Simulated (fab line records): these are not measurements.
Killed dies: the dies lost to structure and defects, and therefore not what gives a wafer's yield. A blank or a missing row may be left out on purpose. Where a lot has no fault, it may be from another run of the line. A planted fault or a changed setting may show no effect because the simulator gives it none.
Comparing a struck lot with a sound one + flow sky130 + 17 out of 708 route steps
Sound: wafers L546.1, L546.2, L546.3. Wafers struck: L551.1, L551.2, L551.5. At the end, the cause is stated.
At each step with rows: each side's tool, then ch and its chambers, then its first start. Under that, the readings that differ: sound wafers + struck wafers + difference of the means + sigmas: that difference in standard deviations of wafers without a fault.
alike: same words and numbers on both sides, and readings whose means sit less than 2 such deviations apart. not compared: any withheld reading, any reading some wafer has no value for, any bound like >300 that may hide the same value, and any number with overlapping values for which the record gives no deviation.
A row with sigmas, a row that says differs or no value, or rows on one side alone: a step with any of these is where the two part. When numbers do not overlap yet have no deviation, they are printed without sigmas and do not part them. A reading that every wafer of one side lacks parts them only if that side has two wafers or more.

SKY_VT_ADJUST_HVTP_OVL_MEAS_08:
  sound on overlay-02 at day 8 04:56; struck on overlay-01 at day 9 12:49
  alike: VT_ADJUST_HVTP_OVL
next, for these wafers, 1 step has no rows: SKY_VT_ADJUST_HVTP_IMPLANT_09.
SKY_VT_ADJUST_HVTP_STRIP_10: strips in O2/N2.
  sound on plasma-asher-01 ch 0,1, day 8 05:07; struck on plasma-asher-02 ch 0,1, day 9 13:00
  alike: drypump-motor-current-A, oes-product-au, strip-time-to-endpoint-s
  not compared: rf-hours-counter-h
SKY_VT_ADJUST_HVTP_TW_MEAS_11:
  sound on film-metro-04 at day 8 05:13; struck on film-metro-04 at day 9 13:06
  alike: VT_ADJUST_HVTP_TW
then, 7 steps without rows for these wafers: SKY_VT_ADJUST_LVTN_DEHYDRATE_00 (time 60 s); SKY_VT_ADJUST_LVTN_HMDS_01 (prime time 60 s); SKY_VT_ADJUST_LVTN_COAT_02 (resist thk 3000 nm); SKY_VT_ADJUST_LVTN_SOFTBAKE_03; SKY_VT_ADJUST_LVTN_EXPOSE_04 (exposes mask NWM COMPLEMENT LESS NATIVE, target cd 840 nm); SKY_VT_ADJUST_LVTN_PEB_05; SKY_VT_ADJUST_LVTN_DEVELOP_06 (develop time 60 s).
SKY_VT_ADJUST_LVTN_OVL_MEAS_07:
  sound on overlay-01 at day 9 02:29; struck on overlay-01 at day 10 11:43
  alike: VT_ADJUST_LVTN_OVL
SKY_VT_ADJUST_LVTN_IMPLANT_08:
  sound on implanter-04 ch 0, day 9 02:31; struck on implanter-04 ch 0, day 10 12:08
SKY_VT_ADJUST_LVTN_STRIP_09: strips in O2/N2.
  sound on plasma-asher-04 ch 0,1, day 9 02:40; struck on plasma-asher-02 ch 0,1, day 10 12:17
  alike: drypump-motor-current-A, oes-product-au, strip-time-to-endpoint-s
  not compared: rf-hours-counter-h
SKY_VT_ADJUST_LVTN_TW_MEAS_10:
  sound on film-metro-03 at day 9 02:46; struck on film-metro-01 at day 10 12:23
| reading           | sound             | struck            | difference | sigmas |
|-------------------|-------------------|-------------------|------------|--------|
| VT_ADJUST_LVTN_TW | 243.0 242.2 242.2 | 298.8 298.9 299.4 | +56.6      | +25    |
then, 1 step without rows for these wafers: SKY_VT_ADJUST_LVTN_DEHYDRATE_11 (time 60 s).
-- a jump in the record: the struck wafers' starts before and after are 39 days apart (it breaks off in module VT_ADJUST_LVTN and resumes in module PAD_OPEN, where the first step shown is number 708 of the route) --
SKY_PAD_OPEN_PROBE_99:
  sound on prober-02 at day 47 19:08; struck on prober-02 at day 49 02:08
| reading                                   | sound                | struck              | difference | sigmas |
|-------------------------------------------|----------------------|---------------------|------------|--------|
| model.etest.nfet_01v8_swapped.drive-ua-um | 488.7 485.1 487      | 509.3 505.4 492     | +15.3      |        |
| model.etest.nfet_01v8_lvt.vt-sat-v (V)    | 0.5466 0.5521 0.5548 | 0.5662 0.569 0.5824 | +0.0214    |        |
  alike: killed_at_M0_to_M3, killed_at_M4_up, killed-at-contacts, killed-at-front-end, killed-at-other, killed-dies, killed-open, killed-short
  not compared: model.etest.nfet_01v8_lvt.drive-ua-um, model.etest.nfet_01v8.drive-ua-um, model.etest.nfet_01v8_turned.drive-ua-um, model.etest.nfet_01v8.off-log10-a-um, model.etest.nfet_01v8_lvt.vt-v, model.etest.nfet_01v8_turned.vt-sat-v

WHERE THEY PART
Only at SKY_VT_ADJUST_LVTN_TW_MEAS_10, within this record. Later steps at which nothing parts them and some readings are alike: SKY_PAD_OPEN_PROBE_99.

WHY: what the simulator had put in
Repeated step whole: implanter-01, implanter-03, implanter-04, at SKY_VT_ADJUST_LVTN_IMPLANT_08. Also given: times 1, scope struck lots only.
